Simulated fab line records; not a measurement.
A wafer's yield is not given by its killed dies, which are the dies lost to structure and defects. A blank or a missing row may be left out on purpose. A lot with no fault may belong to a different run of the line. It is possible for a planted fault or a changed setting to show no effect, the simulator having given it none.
A single fault, viewed from 2 desks | flow sky130 | every desk sees just its own numbers, and what lay behind them comes last

THE TOOL OWNER'S DESK: pecvd-01
The tool's own readings at SKY_CONTACT_CVD_00 (deposits Si3N4, target thk 75 nm): means of the sampled wafers that have a number, for each lot that ran on this tool. Any lot whose mean is over 4 standard deviations away from the usual mean is out of limits and marked OUT; that distance is given in the brackets.
Columns: A = heater-power-w at SKY_CONTACT_CVD_00, usual 747 W
lot  | first seen here | A
L110 | day 31 06:19    | 736
L111 | day 31 14:57    | 782
L112 | day 31 23:19    | 773
L114 | day 32 20:44    | 761
L117 | day 33 11:08    | 788
L118 | day 34 02:10    | 662
L130 | day 37 19:10    | 761
This desk found nothing out of limits on any of the 7 lots.

AT THE METROLOGY DESK
What the gauges read for every lot (on any tool): the sampled wafers with a number, averaged. Any lot whose mean is over 4 standard deviations away from the usual mean is out of limits and marked OUT; that distance is given in the brackets.
Columns: A = PAD_OPEN_BOW at SKY_PAD_OPEN_BOW_MEAS_13, usual 48 um
lot  | first seen here | A
L108 | day 45 18:14    | 46
L109 | day 46 04:02    | 31
L110 | day 46 10:46    | 58
L111 | day 46 16:16    | 38
L112 | day 46 23:13    | 53
L113 | day 47 06:26    | 47
L114 | day 47 15:16    | 44
L115 | day 47 18:47    | 53
L117 | day 48 01:34    | 54
L118 | day 48 11:53    | 49
L119 | day 48 17:26    | 45
L121 | day 48 23:10    | 42
L130 | day 51 01:29    | 59
This desk found nothing out of limits on any of the 13 lots.

PUT TOGETHER
The tool owner's desk saw nothing out of limits.
The metrology desk saw nothing out of limits.

WHAT THE SIMULATOR HAD PUT IN
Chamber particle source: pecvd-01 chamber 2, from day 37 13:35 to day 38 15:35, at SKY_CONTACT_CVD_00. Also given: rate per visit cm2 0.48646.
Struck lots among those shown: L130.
